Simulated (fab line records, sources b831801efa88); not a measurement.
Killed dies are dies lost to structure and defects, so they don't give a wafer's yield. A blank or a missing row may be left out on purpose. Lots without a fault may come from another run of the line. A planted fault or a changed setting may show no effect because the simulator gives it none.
Problem report in the 8D (eight disciplines) form, filled by code | flow sky130 | the parts of the form that need people (team, actions taken, sign-off) are left out

1. THE PROBLEM
FIELD_ISO_CVD_03_THK at SKY_FIELD_ISO_THK_MEAS_04 reads a mean of 153.6 nm on 12 wafers of 4 lots; wafers without a fault read 164.2 nm with a standard deviation of 1.2. That is -8.8 standard deviations from the usual mean.
First seen on wafer L418.1, day 3 06:37, on film_metro-04. The record holds 33 wafers of 11 lots with a number at this step. Rule for "out", or "out of limits": more than 4 standard deviations from the usual mean. The other wafers with a number count as sound.

2. WHAT IT IS AND WHAT IT IS NOT
question                    | is                                          | is not
which readings at this step | FIELD_ISO_CVD_03_THK                        | -
which lots                  | L418, L419, L420, L421                      | L411, L412, L413, L414, L415, L432, L433
which wafers of those lots  | all that have a number                      | -
read on which gauges        | film_metro-02, film_metro-03, film_metro-04 | -
when                        | from day 3 06:37                            | up to then (15 sound wafers); but 6 sound wafers of L432, L433 came after

3. SUSPECTS, AND WHAT RULES EACH OUT
Counting: a tool at a process step up to the reading stays a suspect if it ran every lot that is out and no sound lot after the first of them.
- the gauge at SKY_FIELD_ISO_THK_MEAS_04: ruled out. The wafers that are out were read on 3 gauges (film_metro-02, film_metro-03, film_metro-04).
- lpcvd-02 at SKY_FIELD_ISO_CVD_03 (deposits Si3N4 from DCS/NH3, target thk 165 nm, time 2830 s): ruled out as a lasting fault. Sound lots L432, L433 ran on it after its first lot that is out, L418 (day 3 04:50).
Left after counting: nothing in the record.

4. THE CAUSE (what the simulator had put in)
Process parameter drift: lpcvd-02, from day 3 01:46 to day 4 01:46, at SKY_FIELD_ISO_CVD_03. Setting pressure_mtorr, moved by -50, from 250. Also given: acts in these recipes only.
Counting ruled it out, wrongly: the rule takes a fault to strike every lot that its tool runs from its start on, and this one did not.

5. THE CHAIN OF EFFECTS, in route order
Each row: a reading whose mean over the struck wafers that have a number lies more than 3 standard deviations from the usual. Only readings for which the record gives a usual standard deviation are gone through. hours: the time from each lot's start at the first step in this table that gives one to its start at this step, as a median over the lots. sigmas: the change in usual standard deviations.
hours | step                      | reading              | usual       | on struck wafers | change | sigmas
0     | SKY_FIELD_ISO_CVD_03      | pressure_mtorr       | 250.0 mTorr | 200.1            | -49.9  | -99 or more
2     | SKY_FIELD_ISO_THK_MEAS_04 | FIELD_ISO_CVD_03_THK | 164.2 nm    | 153.6            | -10.6  | -8.8
18    | SKY_FIELD_ISO_ETCH_15     | oes_product_au       | 0.943 a.u.  | 0.910            | -0.033 | -5.6
The process steps in it:
- SKY_FIELD_ISO_CVD_03: deposits Si3N4 from DCS/NH3, target thk 165 nm, time 2830 s.
- SKY_FIELD_ISO_ETCH_15: etches the open film in CHF3/O2, stops on Si, target depth 180 nm, time 72 s.
Later measuring or inspecting steps at which every struck wafer that the step has a row for has a number for every such reading, and none has moved that far: SKY_CAPM_THK_MEAS_04, SKY_CAPM_OVL_MEAS_12.

6. WHAT WOULD HAVE CAUGHT IT SOONER
In this record the first reading out of limits at a measuring or inspecting step was taken at day 3 06:37, 5 hours after the fault began at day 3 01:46.
The tool's own readings at SKY_FIELD_ISO_CVD_03 were out on every struck wafer that the step has a row for (pressure_mtorr): an alarm limit on them would have fired on the first of those.
